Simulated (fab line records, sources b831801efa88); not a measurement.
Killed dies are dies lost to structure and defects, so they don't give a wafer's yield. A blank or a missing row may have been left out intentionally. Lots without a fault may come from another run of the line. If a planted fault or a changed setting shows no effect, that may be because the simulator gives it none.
Comparing a struck lot with a sound one :: flow sky130 :: 14 steps out of a route of 708
Sound: the wafers L847.1, L847.2, L847.3. Struck: wafer L861.6. (L861.3, L861.5 of the same lot were not struck and are left out.) The cause comes at the end.
Each step with rows lists, per side, the tool, then ch with its chambers, then its first start. Under that, the readings that differ: sound wafers :: struck wafers :: difference of the means :: sigmas: that difference in standard deviations of wafers without a fault.
alike: same words and numbers on both sides, and readings whose means sit less than 2 such deviations apart. not compared: any withheld reading, any reading some wafer has no value for, any bound like >300 that may hide the same value, and any number with overlapping values for which the record gives no deviation.
The two part at a step that has a row with sigmas, a row that says differs or no value, or rows on one side only. When numbers do not overlap yet have no deviation, they are printed without sigmas and do not part them. A reading that every wafer of one side lacks parts them only if that side has two wafers or more.

first, 3 steps without rows for these wafers: SKY_VIA4_STRIP_14 (strips in post etch residue remover, time 1200 s); SKY_VIA4_CLEAN_15 (cleans in IPA, time 180 s); SKY_VIA4_CLEAN_16 (cleans in O3/DIW).
SKY_VIA4_SPUTTER_17: material TiN, target thk 20 nm, time 80 s.
  struck on pvd sputter-04, day 48 02:50; sound on pvd sputter-04, day 44 06:11
  alike: chamber pressure pa, throttle valve pct
SKY_VIA4_CVD_18: deposits W, target thk 505 nm, time 152.14 s.
  sound on cvd w-01 ch 0,1, day 44 06:14; struck on cvd w-01 ch 0, day 48 02:57
  alike: chamber pressure Torr, heater power w
SKY_VIA4_RS_MEAS_19: a four-point-probe measurement.
  struck on film metro-04, day 48 03:05; sound on film metro-04, day 44 06:24
  alike: VIA4_W_RS
SKY_VIA4_THK_MEAS_20: measures by xrf.
  struck on film metro-04, day 48 03:11; sound on film metro-04, day 44 06:31
  alike: VIA4_W_THK
then, 1 step without rows for these wafers: SKY_VIA4_CMP_21 (polishes, stops on SiO2, t overpolish 25 s, target thk 0 nm).
SKY_METAL5_SPUTTER_00: material Ti, target thk 15 nm, time 10 s.
  struck on pvd sputter-03, day 48 03:32; sound on pvd sputter-01, day 44 06:53
  alike: chamber pressure pa, throttle valve pct
then, 1 step without rows for these wafers: SKY_METAL5_SPUTTER_01 (material TiN, target thk 20 nm, time 16.7 s).
SKY_METAL5_SPUTTER_02: material AlCu, target thk 1150 nm, time 61.2 s.
  struck on pvd sputter-03, day 48 03:35; sound on pvd sputter-01, day 44 06:55
  alike: chamber pressure pa, throttle valve pct
SKY_METAL5_SPUTTER_03: material Ti, target thk 5 nm, time 3.3 s.
  struck on pvd sputter-03, day 48 03:38; sound on pvd sputter-01, day 44 06:59
  alike: chamber pressure pa, throttle valve pct
SKY_METAL5_SPUTTER_04: material TiN, target thk 70 nm, time 58.3 s.
  struck on pvd sputter-03, day 48 03:39; sound on pvd sputter-01, day 44 06:59
reading: chamber pressure pa (Pa)
sound: 0.4021 0.3987 0.4002
struck: 0.3781
difference: -0.0222
sigmas: -27

reading: throttle valve pct (%)
sound: 29.9 29.7 28.7
struck: 31.1
difference: +1.7
sigmas: +2
SKY_METAL5_RS_MEAS_05: a four-point-probe measurement.
  struck on film metro-02, day 48 03:44; sound on film metro-03, day 44 07:02
  alike: METAL5_ALCU_RS

## WHERE THEY PART
At SKY_METAL5_SPUTTER_04 and nowhere else, as far as this record goes. Later steps at which nothing parts them and some readings are alike: SKY_METAL5_RS_MEAS_05.

WHY: what the simulator had put in
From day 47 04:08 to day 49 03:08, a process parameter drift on pvd sputter-03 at SKY_METAL5_SPUTTER_04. The setting chamber pressure pa was moved by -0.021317, starting from 0.4. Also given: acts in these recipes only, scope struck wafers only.
